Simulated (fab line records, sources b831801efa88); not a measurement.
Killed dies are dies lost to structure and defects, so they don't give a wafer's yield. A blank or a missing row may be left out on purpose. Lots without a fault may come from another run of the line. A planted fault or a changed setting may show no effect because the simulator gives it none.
Which tool did it? | flow sky130 | 11 lots, 33 wafers sampled, at 2 steps of a route of 708

WHAT THE GAUGES READ, wafer by wafer
SKY_NWELL_TW_MEAS_15. Usual: NWELL_TW 1796, standard deviation 25.
lot  | measured    | on            | NWELL_TW       | flag
L224 | day 5 14:28 | film_metro-01 | 1832 1819 1820 |
L226 | day 5 22:00 | film_metro-01 | 1822 1820 1822 |
L225 | day 5 22:22 | film_metro-01 | 1813 1822 1814 |
L229 | day 6 05:34 | film_metro-03 | 1801 1796 1793 |
L234 | day 7 09:03 | film_metro-03 | 1803 1796 1806 |
L235 | day 7 13:07 | film_metro-04 | 1774 1778 1769 |
L239 | day 8 14:23 | film_metro-01 | 1831 1840 1829 |
L240 | day 8 21:53 | film_metro-03 | 1804 1807 1807 |
L241 | day 9 01:31 | film_metro-04 | 1770 1770 1763 |
L242 | day 9 07:35 | film_metro-01 | 1829 1822 1831 |
L243 | day 9 09:43 | film_metro-03 | 1793 1802 1799 |

SKY_VT_ADJUST_HVTP_CD_MEAS_07: target cd 380 nm. Usual: cd_nm 380.4 nm, standard deviation 2.2.
lot  | measured     | on        | cd_nm (nm)        | flag
L224 | day 7 02:53  | cd_sem-02 | 380.5 380.1 378.9 |
L226 | day 7 11:13  | cd_sem-01 | 379.9 381.3 382.5 |
L225 | day 7 11:50  | cd_sem-01 | 382.3 381.3 383.4 |
L229 | day 7 20:52  | cd_sem-02 | 379.2 377.7 379.7 |
L234 | day 9 02:28  | cd_sem-02 | 376.5 380.1 380.7 |
L235 | day 9 07:26  | cd_sem-01 | 377.8 378.7 378.5 |
L239 | day 10 10:25 | cd_sem-01 | 382.3 381.4 383.2 |
L240 | day 10 18:28 | cd_sem-02 | 384.6 385.0 382.4 |
L241 | day 10 22:41 | cd_sem-02 | 379.0 379.8 378.7 |
L242 | day 11 05:25 | cd_sem-02 | 381.4 380.4 380.9 |
L243 | day 11 06:35 | cd_sem-02 | 380.1 380.2 378.8 |

WHICH TOOL RAN EACH LOT (tool, then ch and the chambers of the sampled wafers, then the start)
The record holds no process step before these readings.

WHAT THE TOOLS THEMSELVES READ (means of the sampled wafers that have a number; where no wafer has one, the mark that the record gives instead)
The record holds no such reading with a usual standard deviation.

THE ANSWER, worked out from the rows above alone
Rule: a lot is off if the mean of its wafers that have a number lies more than 3 standard deviations from the usual mean. A lot without any number at a reading at which 4 lots or more have one is off too. The other lots that the step has rows for count as sound. The gauges are gone through in route order, then the tools' own readings, and for those a lot's mean is taken as printed above. The first step at which some lot is off is used, and at that step the reading that is off furthest; a lot without a number counts as furthest.
No lot is off at any reading shown: from this, nothing can be told.

WHAT THE SIMULATOR HAD PUT IN
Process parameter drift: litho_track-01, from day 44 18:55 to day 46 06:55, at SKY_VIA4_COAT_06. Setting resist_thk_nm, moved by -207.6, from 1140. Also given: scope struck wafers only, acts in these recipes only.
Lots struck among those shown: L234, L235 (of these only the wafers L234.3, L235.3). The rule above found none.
